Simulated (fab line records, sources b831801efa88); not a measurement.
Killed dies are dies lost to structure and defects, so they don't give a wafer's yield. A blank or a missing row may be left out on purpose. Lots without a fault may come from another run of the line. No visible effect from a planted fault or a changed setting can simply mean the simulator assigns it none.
Which of the tools did it? | flow gf180mcu | 33 wafers from 11 lots sampled at 4 of the route's 602 steps

## WHAT THE GAUGES SHOWED, per wafer
GF_V3_THK_MEAS_03.
lot  | measured     | on            | V3_CVD_02_THK (nm)
L498 | day 21 14:19 | film_metro-01 | 828 844 860
L500 | day 22 06:07 | film_metro-04 | 831 861 855
L503 | day 23 09:35 | film_metro-04 | 864 858 867
L505 | day 24 10:41 | film_metro-03 | 840 859 863
L508 | day 25 05:34 | film_metro-03 | 851 848 863
L509 | day 25 17:26 | film_metro-04 | 835 842 845
L511 | day 27 00:23 | film_metro-04 | 839 855 865
L513 | day 27 01:22 | film_metro-01 | 860 858 879
L514 | day 27 07:11 | film_metro-04 | 836 835 851
L517 | day 27 20:00 | film_metro-03 | 1422 837 856
L518 | day 28 01:11 | film_metro-03 | 1432 846 852

## WHAT TOOL EACH LOT RAN ON (gives the tool, then ch and the chambers of the sampled wafers, and finally the start)
lot  | GF_V2_ETCH_16                      | GF_V2_SPUTTER_22             | GF_V3_CVD_02
L498 | rie_diel-02 ch 0,1,2, day 20 11:59 | pvd_sputter-03, day 20 12:42 | pecvd-02 ch 1,2, day 21 14:13
L500 | rie_diel-01 ch 1,3, day 21 03:26   | pvd_sputter-03, day 21 04:10 | pecvd-01 ch 1,2, day 22 06:01
L503 | rie_diel-02 ch 2,3, day 22 08:11   | pvd_sputter-03, day 22 08:55 | pecvd-04 ch 0,2, day 23 09:30
L505 | rie_diel-01 ch 0,2,3, day 23 09:22 | pvd_sputter-02, day 23 10:05 | pecvd-02 ch 0,1,2, day 24 10:36
L508 | rie_diel-03 ch 0,2,3, day 24 05:37 | pvd_sputter-02, day 24 06:22 | pecvd-02 ch 1,2, day 25 05:29
L509 | rie_diel-02 ch 0,2, day 24 17:19   | pvd_sputter-03, day 24 18:04 | pecvd-01 ch 0,1, day 25 17:22
L511 | rie_diel-03 ch 0,2, day 26 01:07   | pvd_sputter-02, day 26 01:52 | pecvd-02 ch 0,1,2, day 27 00:19
L513 | rie_diel-01 ch 0,1,2, day 26 02:25 | pvd_sputter-02, day 26 03:09 | pecvd-02 ch 0,1, day 27 01:17
L514 | rie_diel-01 ch 1,2,3, day 26 08:58 | pvd_sputter-03, day 26 09:44 | pecvd-01 ch 0,1, day 27 07:07
L517 | rie_diel-02 ch 0,1,2, day 26 20:52 | pvd_sputter-04, day 26 21:36 | pecvd-01 ch 1,2, day 27 19:56
L518 | rie_diel-02 ch 0,2,3, day 27 02:52 | pvd_sputter-03, day 27 03:38 | pecvd-01 ch 0,1,2, day 28 01:07
- GF_V2_ETCH_16: etches BARC in N2/H2.
- GF_V2_SPUTTER_22: material TiN, target thk 10 nm, time 40 s.
- GF_V3_CVD_02: deposits SiO2 from TEOS, target thk 850 nm, time 94.851 s.

## THE ANSWER, worked out from the rows above alone
Rule: the lots themselves supply what counts as usual. Put in order of their means at a reading, lots are off if they are a third of the lots or fewer, leave a main group of 4 or more, and stand apart from it by a gap of 3 or more times the standard deviation of the main group's means; of several such gaps the widest counts. A main group whose means are all the same, to the digits that the tables above print for the reading, isn't used. Also off: a lot with no number at a reading for which 4 or more lots have one. Where the step has rows for the other lots, those lots are counted as sound.
Off: L517, L518, at GF_V3_THK_MEAS_03 (V3_CVD_02_THK). The main group has a mean of 852 nm with a standard deviation of 8.5.
If a tool, at a process step before that reading, ran all the lots that are off and no sound lot after the first of them, it fits. Gauges at GF_V3_THK_MEAS_03: tried the same way as those tools. Can't be told from this: 3 tools fit, rie_diel-02 at GF_V2_ETCH_16, pecvd-01 at GF_V3_CVD_02, film_metro-03 at GF_V3_THK_MEAS_03.

## WHAT THE SIMULATOR HAD PUT IN
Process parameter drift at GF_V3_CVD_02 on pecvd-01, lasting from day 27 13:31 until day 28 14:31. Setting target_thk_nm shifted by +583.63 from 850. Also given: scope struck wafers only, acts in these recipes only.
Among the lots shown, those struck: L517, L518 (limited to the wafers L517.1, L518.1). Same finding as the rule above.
